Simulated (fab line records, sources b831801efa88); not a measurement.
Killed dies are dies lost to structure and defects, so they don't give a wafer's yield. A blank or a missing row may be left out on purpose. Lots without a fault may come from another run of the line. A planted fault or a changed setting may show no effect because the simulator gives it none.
A struck lot beside a sound one | flow sky130 | 23 steps out of a route of 708
Sound: wafers L978.2, L978.5, L978.6. Struck: wafers L992.1, L992.5, L992.6. The cause comes at the end.
At each step with rows: each side's tool, then ch and its chambers, then its first start. Under that, the readings that differ: sound wafers | struck wafers | difference of the means | sigmas: that difference in standard deviations of wafers without a fault.
alike: readings whose means differ by less than 2 such deviations, and words and numbers that are the same on both sides. not compared: withheld readings, readings that some wafer has no value for, bounds like >300 that may hide the same value, and numbers for which the record gives no deviation and whose values overlap.
The two part at a step that has a row with sigmas, a row that says differs or no value, or rows on one side only. Numbers that don't overlap but have no deviation are shown without sigmas and don't part them. A reading that every wafer of one side lacks parts them only if that side has two wafers or more.

first, 1 step without rows for these wafers: SKY_CAPM_DEVELOP_11 (develop time 60 s).
SKY_CAPM_OVL_MEAS_12:
  sound on overlay-01, day 38 12:31; struck on overlay-01, day 41 20:16
  reading       | sound       | struck        | difference | sigmas
  CAPM_OVL (nm) | 1.9 1.5 1.6 | 0.0 -2.1 -2.3 | -3.1       | -3
SKY_CAPM_METAL_ETCH_13: etches TiN in Cl2/BCl3, stops on SiO2, target depth 220 nm, time 62.9 s.
  sound on rie_metal-03 ch 0,1, day 38 12:33; struck on rie_metal-04 ch 0,1, day 41 20:19
  alike: drypump_motor_current_A, oes_product_au, throttle_valve_pct
  not compared: rf_hours_counter_h
SKY_CAPM_STRIP_14: strips in O2/N2.
  sound on plasma_asher-03 ch 0,1, day 38 12:38; struck on plasma_asher-02 ch 0,1, day 41 20:23
  alike: drypump_motor_current_A, oes_product_au, strip_time_to_endpoint_s
  not compared: rf_hours_counter_h
then, 8 steps without rows for these wafers: SKY_CAPM_STRIP_15 (strips in post etch residue remover, time 1200 s); SKY_CAPM_CLEAN_16 (cleans in IPA, time 180 s); SKY_CAPM_CLEAN_17 (cleans in O3/DIW); SKY_METAL3_DEHYDRATE_05 (time 60 s); SKY_METAL3_HMDS_06 (prime time 60 s); SKY_METAL3_COAT_07 (resist thk 60 nm); SKY_METAL3_COAT_08 (resist thk 1140 nm); SKY_METAL3_SOFTBAKE_09 (time 90 s).
SKY_METAL3_EXPOSE_10: exposes mask MM3, target cd 300 nm.
  sound on krf_scanner-02 ch 0, day 39 01:58; struck on krf_scanner-02 ch 0, day 42 09:53
  reading              | sound                | struck               | difference | sigmas
  exposure_dose_mJ_cm2 | 27.968 27.950 28.016 | 23.916 23.995 23.957 | -4.022     | -99 or more
  alike: mask
then, 2 steps without rows for these wafers: SKY_METAL3_PEB_11; SKY_METAL3_DEVELOP_12 (develop time 60 s).
SKY_METAL3_CD_MEAS_13: target cd 300 nm.
  sound on cd_sem-02, day 39 14:40; struck on cd_sem-01, day 42 19:58
  reading    | sound             | struck            | difference | sigmas
  cd_nm (nm) | 300.9 300.6 298.9 | 329.0 326.8 326.7 | +27.4      | +20
SKY_METAL3_OVL_MEAS_14:
  sound on overlay-01, day 39 14:46; struck on overlay-02, day 42 20:05
  reading         | sound   | struck  | difference | sigmas
  METAL3_OVL (nm) | -6 3 -3 | 8 10 10 | +11        | +2
SKY_METAL3_DESCUM_15: chemistry O2, time 8 s.
  sound on rie_metal-04 ch 0,1, day 39 14:47; struck on rie_metal-03 ch 0,1, day 42 20:07
  reading                 | sound           | struck          | difference | sigmas
  model.METAL3.cd_nm (nm) | 300.3 300 300.2 | 329 327.5 327.3 | +28        |
  alike: drypump_motor_current_A, oes_product_au
  not compared: rf_hours_counter_h
SKY_METAL3_ETCH_16: etches BARC in N2/H2, stops on SiO2, time 88.2 s, target depth 60 nm.
  sound on rie_metal-04 ch 0,1, day 39 14:49; struck on rie_metal-03 ch 0,1, day 42 20:09
  alike: drypump_motor_current_A, oes_product_au, throttle_valve_pct
  not compared: rf_hours_counter_h
SKY_METAL3_ETCH_17: etches SiO2 in C4F8/O2/Ar, stops on TiN, time 3.9 s, target depth 15 nm.
  sound on rie_diel-02 ch 0,3, day 39 14:55; struck on rie_diel-02 ch 1,2,3, day 42 20:15
  alike: oes_product_au
SKY_METAL3_METAL_ETCH_18: etches the open film in Cl2/BCl3, stops on SiO2, target depth 845 nm, time 183.1 s.
  sound on rie_metal-03 ch 0,1, day 39 14:56; struck on rie_metal-01 ch 0,1, day 42 20:16
  reading                 | sound             | struck            | difference | sigmas
  model.METAL3.cd_nm (nm) | 291.7 306.7 291.2 | 326.3 326.9 331.1 | +31.6      |
  alike: drypump_motor_current_A, oes_product_au, throttle_valve_pct
  not compared: rf_hours_counter_h
SKY_METAL3_STRIP_19: strips in O2/N2.
  sound on plasma_asher-04 ch 0,1, day 39 15:07; struck on plasma_asher-01 ch 0,1, day 42 20:27
  alike: drypump_motor_current_A, oes_product_au, strip_time_to_endpoint_s
  not compared: rf_hours_counter_h
-- the record jumps here: 7 days lie between the struck wafers' starts before and after (it left off in module METAL3 and takes up again in module PAD_OPEN, whose first step shown is number 708 of the route) --
SKY_PAD_OPEN_PROBE_99:
  sound on prober-01, day 46 16:04; struck on prober-01, day 49 08:30
  reading                        | sound                | struck               | difference | sigmas
  model.etest.met3.width_nm (nm) | 291.7 308.3 289.4    | 327.8 327.4 330.1    | +32.0      |
  model.etest.met3.line_ohm_um   | 0.1479 0.1389 0.1485 | 0.1281 0.1304 0.1304 | -0.0155    |
  alike: defect_limited_yield, killed_at_M0_to_M3, killed_at_M4_up, killed_at_contacts, killed_at_front_end, killed_at_other, killed_dies, killed_open, killed_short, sort_bin_3_pad_short, sort_bin_5_function, sort_bin_6_memory, sort_n_pass, sort_yield_pct

WHERE THEY PART
First at SKY_CAPM_OVL_MEAS_12; last, within this record, at SKY_METAL3_OVL_MEAS_14. Later steps at which nothing parts them and some readings are alike: SKY_METAL3_DESCUM_15, SKY_METAL3_ETCH_16, SKY_METAL3_ETCH_17, SKY_METAL3_METAL_ETCH_18, SKY_METAL3_STRIP_19, SKY_PAD_OPEN_PROBE_99.

WHY: what the simulator had put in
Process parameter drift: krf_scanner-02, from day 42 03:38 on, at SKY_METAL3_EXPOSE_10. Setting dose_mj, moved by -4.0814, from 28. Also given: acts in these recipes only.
